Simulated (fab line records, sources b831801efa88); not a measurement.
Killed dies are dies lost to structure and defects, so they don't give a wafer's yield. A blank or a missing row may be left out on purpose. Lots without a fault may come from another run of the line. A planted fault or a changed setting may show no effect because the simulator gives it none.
Which tool did it? | flow sky130 | 13 lots, 39 wafers sampled, at 6 steps of a route of 708

WHAT THE GAUGES READ, wafer by wafer
SKY_NWELL_THK_MEAS_02.
lot  | measured    | on            | NWELL_OXIDATION_THK (nm)
L161 | day 2 20:27 | film_metro-02 | 9.98 10.10 10.09
L163 | day 3 02:40 | film_metro-02 | 9.86 9.72 9.72
L166 | day 4 00:19 | film_metro-02 | 9.88 9.89 9.99
L165 | day 4 00:20 | film_metro-03 | 10.12 10.07 10.05
L167 | day 4 06:49 | film_metro-03 | 9.90 9.91 9.88
L172 | day 5 04:22 | film_metro-02 | 10.05 10.07 10.18
L176 | day 5 22:53 | film_metro-04 | 10.42 10.31 10.44
L177 | day 6 04:10 | film_metro-02 | 10.34 10.21 10.53
L178 | day 6 10:13 | film_metro-04 | 10.27 10.29 10.29
L180 | day 6 20:24 | film_metro-04 | 9.97 10.15 10.00
L181 | day 7 04:41 | film_metro-04 | 9.99 9.93 9.96
L182 | day 7 07:53 | film_metro-04 | 10.11 10.09 10.14
L183 | day 7 11:58 | film_metro-04 | 9.98 9.84 9.98

SKY_NWELL_OVL_MEAS_23.
lot  | measured     | on         | NWELL_01_OVL (nm)
L161 | day 5 14:08  | overlay-01 | -0.4 -1.3 -0.5
L163 | day 5 21:26  | overlay-01 | -0.4 0.1 -1.7
L166 | day 6 23:53  | overlay-01 | -1.6 -0.8 -0.8
L165 | day 6 23:46  | overlay-02 | -2.0 -3.1 -4.4
L167 | day 7 06:58  | overlay-02 | 1.7 0.1 0.7
L172 | day 8 10:02  | overlay-02 | 0.9 -0.6 -0.6
L176 | day 9 08:30  | overlay-02 | -1.6 0.8 -1.3
L177 | day 9 13:51  | overlay-02 | -0.4 0.0 -0.6
L178 | day 9 21:03  | overlay-02 | -2.2 -3.6 -1.5
L180 | day 10 09:05 | overlay-01 | -0.4 -0.5 0.4
L181 | day 10 18:03 | overlay-01 | -0.5 0.8 -1.8
L182 | day 10 21:09 | overlay-02 | -1.6 -0.5 -1.7
L183 | day 11 03:12 | overlay-01 | -0.6 0.9 -1.5

SKY_NWELL_TW_MEAS_26.
lot  | measured     | on            | NWELL_2_TW
L161 | day 5 14:26  | film_metro-04 | 499.1 498.7 496.9
L163 | day 5 21:44  | film_metro-03 | 490.2 490.8 491.9
L166 | day 7 00:10  | film_metro-04 | 29.8 30.1 29.9
L165 | day 7 00:04  | film_metro-03 | 494.3 498.0 491.9
L167 | day 7 07:14  | film_metro-04 | 494.9 498.4 492.4
L172 | day 8 10:20  | film_metro-03 | 489.9 493.7 490.6
L176 | day 9 08:47  | film_metro-04 | 500.2 496.9 498.8
L177 | day 9 14:08  | film_metro-03 | 492.1 493.6 492.3
L178 | day 9 21:20  | film_metro-02 | 494.4 493.9 492.8
L180 | day 10 09:22 | film_metro-02 | 493.1 492.7 493.5
L181 | day 10 18:20 | film_metro-04 | 496.6 495.3 496.9
L182 | day 10 21:26 | film_metro-04 | 494.4 493.5 497.1
L183 | day 11 03:29 | film_metro-02 | 493.1 496.1 495.1

SKY_VT_ADJUST_HVTP_CD_MEAS_07: target cd 380 nm.
lot  | measured     | on        | cd_nm (nm)
L161 | day 6 09:20  | cd_sem-02 | 377.1 377.8 378.3
L163 | day 6 17:11  | cd_sem-01 | 378.6 375.4 380.4
L166 | day 7 20:33  | cd_sem-01 | 376.3 379.2 379.9
L165 | day 7 19:15  | cd_sem-01 | 384.5 384.3 383.6
L167 | day 8 03:47  | cd_sem-01 | 383.2 387.1 381.6
L172 | day 9 08:09  | cd_sem-02 | 379.1 377.4 375.3
L176 | day 10 06:38 | cd_sem-02 | 381.5 381.1 381.3
L177 | day 10 12:39 | cd_sem-01 | 377.2 377.4 377.6
L178 | day 10 20:12 | cd_sem-01 | 377.4 376.0 377.0
L180 | day 11 08:53 | cd_sem-02 | 377.6 380.2 379.1
L181 | day 11 17:34 | cd_sem-01 | 380.1 381.3 379.2
L182 | day 11 20:51 | cd_sem-01 | 376.4 376.4 378.0
L183 | day 12 03:38 | cd_sem-01 | 381.3 383.8 380.6

WHICH TOOL RAN EACH LOT (tool, then ch and the chambers of the sampled wafers, then the start)
lot  | SKY_NWELL_STRIP_14                   | SKY_NWELL_STRIP_25
L161 | plasma_asher-02 ch 0,1, day 4 20:17  | plasma_asher-01 ch 0,1, day 5 14:19
L163 | plasma_asher-01 ch 0, day 5 03:56    | plasma_asher-02 ch 1, day 5 21:37
L166 | plasma_asher-02 ch 0,1, day 6 04:47  | plasma_asher-04 ch 0,1, day 7 00:04
L165 | plasma_asher-04 ch 0,1, day 6 04:28  | plasma_asher-02 ch 0,1, day 6 23:58
L167 | plasma_asher-04 ch 0,1, day 6 12:14  | plasma_asher-04 ch 0,1, day 7 07:08
L172 | plasma_asher-01 ch 0,1, day 7 14:12  | plasma_asher-04 ch 0,1, day 8 10:15
L176 | plasma_asher-04 ch 0, day 8 10:52    | plasma_asher-02 ch 1, day 9 08:41
L177 | plasma_asher-02 ch 0,1, day 8 16:19  | plasma_asher-02 ch 0,1, day 9 14:02
L178 | plasma_asher-02 ch 0,1, day 9 00:01  | plasma_asher-04 ch 0,1, day 9 21:15
L180 | plasma_asher-02 ch 0,1, day 9 11:10  | plasma_asher-04 ch 0,1, day 10 09:16
L181 | plasma_asher-01 ch 0,1, day 9 19:43  | plasma_asher-04 ch 0,1, day 10 18:14
L182 | plasma_asher-04 ch 0,1, day 9 23:07  | plasma_asher-04 ch 0,1, day 10 21:20
L183 | plasma_asher-04 ch 0,1, day 10 05:01 | plasma_asher-01 ch 0,1, day 11 03:25
- SKY_NWELL_STRIP_14: strips in O2/N2.
- SKY_NWELL_STRIP_25: strips in O2/N2.

WHAT THE TOOLS THEMSELVES READ (means of the sampled wafers that have a number; where no wafer has one, the mark that the record gives instead)
SKY_NWELL_STRIP_14.
lot  | tool            | chamber_pressure_mTorr (mTorr) | drypump_motor_current_A (A) | oes_product_au (a.u.) | strip_time_to_endpoint_s (s)
L161 | plasma_asher-02 | 1500.1                         | 5.4                         | 0.721                 | 37.03
L163 | plasma_asher-01 | 1499.9                         | 6.2                         | 0.718                 | 37.04
L166 | plasma_asher-02 | 1489.8                         | 5.4                         | 0.801                 | -
L165 | plasma_asher-04 | 1499.1                         | 5.5                         | 0.726                 | 36.92
L167 | plasma_asher-04 | 1499.7                         | 5.5                         | 0.718                 | 37.04
L172 | plasma_asher-01 | 1498.6                         | 6.3                         | 0.722                 | 36.93
L176 | plasma_asher-04 | 1500.0                         | 5.4                         | 0.724                 | 36.89
L177 | plasma_asher-02 | 1498.5                         | 5.4                         | 0.719                 | 36.97
L178 | plasma_asher-02 | 1500.3                         | 5.4                         | 0.723                 | 36.96
L180 | plasma_asher-02 | 1500.3                         | 5.2                         | 0.722                 | 37.01
L181 | plasma_asher-01 | 1500.6                         | 6.3                         | 0.720                 | 37.05
L182 | plasma_asher-04 | 1500.3                         | 5.6                         | 0.721                 | 37.03
L183 | plasma_asher-04 | 1501.2                         | 5.5                         | 0.726                 | 37.04

SKY_NWELL_STRIP_25.
lot  | tool            | chamber_pressure_mTorr (mTorr) | drypump_motor_current_A (A) | oes_product_au (a.u.) | strip_time_to_endpoint_s (s)
L161 | plasma_asher-01 | 1500.5                         | 6.3                         | 0.728                 | 36.99
L163 | plasma_asher-02 | 1498.1                         | 5.7                         | 0.721                 | 37.05
L166 | plasma_asher-04 | 1500.5                         | 5.5                         | 0.731                 | 73.21
L165 | plasma_asher-02 | 1499.3                         | 5.1                         | 0.723                 | 36.96
L167 | plasma_asher-04 | 1500.1                         | 5.5                         | 0.721                 | 36.86
L172 | plasma_asher-04 | 1499.6                         | 5.5                         | 0.722                 | 36.99
L176 | plasma_asher-02 | 1500.0                         | 5.7                         | 0.719                 | 37.03
L177 | plasma_asher-02 | 1499.1                         | 5.4                         | 0.721                 | 37.13
L178 | plasma_asher-04 | 1498.9                         | 5.5                         | 0.727                 | 36.89
L180 | plasma_asher-04 | 1500.0                         | 5.5                         | 0.727                 | 37.06
L181 | plasma_asher-04 | 1500.5                         | 5.5                         | 0.722                 | 36.98
L182 | plasma_asher-04 | 1499.0                         | 5.5                         | 0.721                 | 36.95
L183 | plasma_asher-01 | 1498.0                         | 6.3                         | 0.728                 | 36.91

THE ANSWER, worked out from the rows above alone
Rule: what is usual is taken from the lots themselves. Put in order of their means at a reading, lots are off if they are a third of the lots or fewer, leave a main group of 4 or more, and stand apart from it by a gap of 3 or more times the standard deviation of the main group's means; of several such gaps the widest counts. A main group whose means are all the same, to the digits that the tables above print for the reading, isn't used. A lot without any number at a reading at which 4 lots or more have one is off too. The other lots that the step has rows for count as sound. The gauges are gone through in route order, then the tools' own readings, and for those a lot's mean is taken as printed above. The first step at which some lot is off is used, and at that step the reading that is off furthest; a lot without a number counts as furthest.
Off: L166, at SKY_NWELL_TW_MEAS_26 (NWELL_2_TW). The main group: mean 494.6, standard deviation 2.3.
A tool fits if, at a process step before that reading, it ran every lot that is off, and no sound lot after the first of them. The gauges at SKY_NWELL_TW_MEAS_26 aren't tried: what is off there is off at SKY_NWELL_STRIP_14 too, on other tools, and a gauge's error can't cause that. None of those tried fits.

WHAT THE SIMULATOR HAD PUT IN
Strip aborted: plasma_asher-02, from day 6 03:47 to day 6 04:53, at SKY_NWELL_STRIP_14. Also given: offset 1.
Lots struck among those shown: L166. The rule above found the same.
